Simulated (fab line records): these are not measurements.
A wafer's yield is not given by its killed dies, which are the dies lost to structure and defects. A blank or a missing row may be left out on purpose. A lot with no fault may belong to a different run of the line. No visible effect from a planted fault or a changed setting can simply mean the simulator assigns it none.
A lot that was struck, set against a sound lot -- flow gf180mcu -- 15 out of 602 route steps
Sound: the wafers L762.1, L762.2, L762.3. The struck wafers were L767.3, L767.4, L767.6. Last of all comes the cause.
At each step with rows: each side's tool, then ch and its chambers, then its first start. Under that, the readings that differ: sound wafers -- struck wafers -- difference of the means -- sigmas: that difference in standard deviations of wafers without a fault.
alike: same words and numbers on both sides, and readings whose means sit less than 2 such deviations apart. not compared: any withheld reading, any reading some wafer has no value for, any bound like >300 that may hide the same value, and any number with overlapping values for which the record gives no deviation.
The two part at a step that has a row with sigmas, a row that says differs or no value, or rows on one side only. Non-overlapping numbers with no deviation appear without sigmas and do not part them. A reading missing from all wafers of one side parts the sides only when that side holds two or more wafers.

GF_M4_OVL_MEAS_15:
  sound on overlay-02, day 27 11:44; struck on overlay-02, day 28 13:53
  alike: M4_OVL
GF_M4_METAL_ETCH_16: etches the open film in Cl2/BCl3, stops on SiO2, target depth 750.8 nm, time 125.1 s.
  sound on rie-metal-04 ch 0,1, day 27 11:47; struck on rie-metal-02 ch 0,1, day 28 13:57
  alike: drypump-motor-current-A, oes-product-au, throttle-valve-pct
  not compared: rf-hours-counter-h
GF_M4_STRIP_17: strips in O2/N2.
  sound on plasma-asher-04 ch 0,1, day 27 11:55; struck on plasma-asher-02 ch 0,1, day 28 14:04
  alike: drypump-motor-current-A, heater-power-w, o2-flow-sccm, oes-product-au, strip-time-to-endpoint-s
  not compared: rf-hours-counter-h
then, 3 steps without rows for these wafers: GF_M4_STRIP_18 (strips in post etch residue remover, time 1200 s); GF_M4_CLEAN_19 (cleans in DIW); GF_V4_CVD_00 (deposits SiO2, target thk 600 nm, time 100 s).
GF_V4_THK_MEAS_01:
  sound on film-metro-02, day 27 12:35; struck on film-metro-04, day 28 14:40
  alike: V4_CVD_00_THK
GF_V4_CVD_02: deposits SiO2 from TEOS, target thk 850 nm, time 94.851 s.
  sound on pecvd-02 ch 0,1,2, day 27 12:38; struck on pecvd-04 ch 0,2, day 28 14:42
  alike: heater-power-w
  not compared: since-wet-clean-h
GF_V4_THK_MEAS_03:
  sound on film-metro-03, day 27 12:43; struck on film-metro-04, day 28 14:47
reading,sound,struck,difference,sigmas
V4_CVD_02_THK (nm),846 836 836,866 863 871,+27,+2
GF_V4_CMP_04: polishes SiO2.
  sound on cmp-01 ch 0,2,3, day 27 12:46; struck on cmp-01 ch 1,2,3, day 28 14:56
reading,sound,struck,difference,sigmas
time-to-endpoint-s (s),71 68 68,85 82 84,+15,+2
  alike: motor-current-A, slurry-filter-dp-kPa
GF_V4_BOW_MEAS_05:
  sound on film-metro-03, day 27 13:04; struck on film-metro-02, day 28 15:10
  alike: V4_BOW
then, 1 step without rows for these wafers: GF_V4_DEHYDRATE_06 (time 60 s).
GF_V4_HMDS_07: prime time 60 s.
  sound on litho-track-01 ch 0, day 27 22:33; struck on litho-track-04 ch 0, day 29 00:56
reading,sound,struck,difference,sigmas
prime-temp-c (C),120.05 120.00 120.25,121.01 120.71 120.88,+0.77,+5
after that, 1 step had no rows for these wafers: GF_V4_COAT_08.
GF_PASSIVATION_PROBE_99:
  sound wafers here have rows in the record (prober-02, day 32 13:31); struck ones have none

== WHERE THEY PART ==
Earliest at GF_V4_THK_MEAS_03; latest, in this record, at GF_PASSIVATION_PROBE_99.

WHY: what the simulator had put in
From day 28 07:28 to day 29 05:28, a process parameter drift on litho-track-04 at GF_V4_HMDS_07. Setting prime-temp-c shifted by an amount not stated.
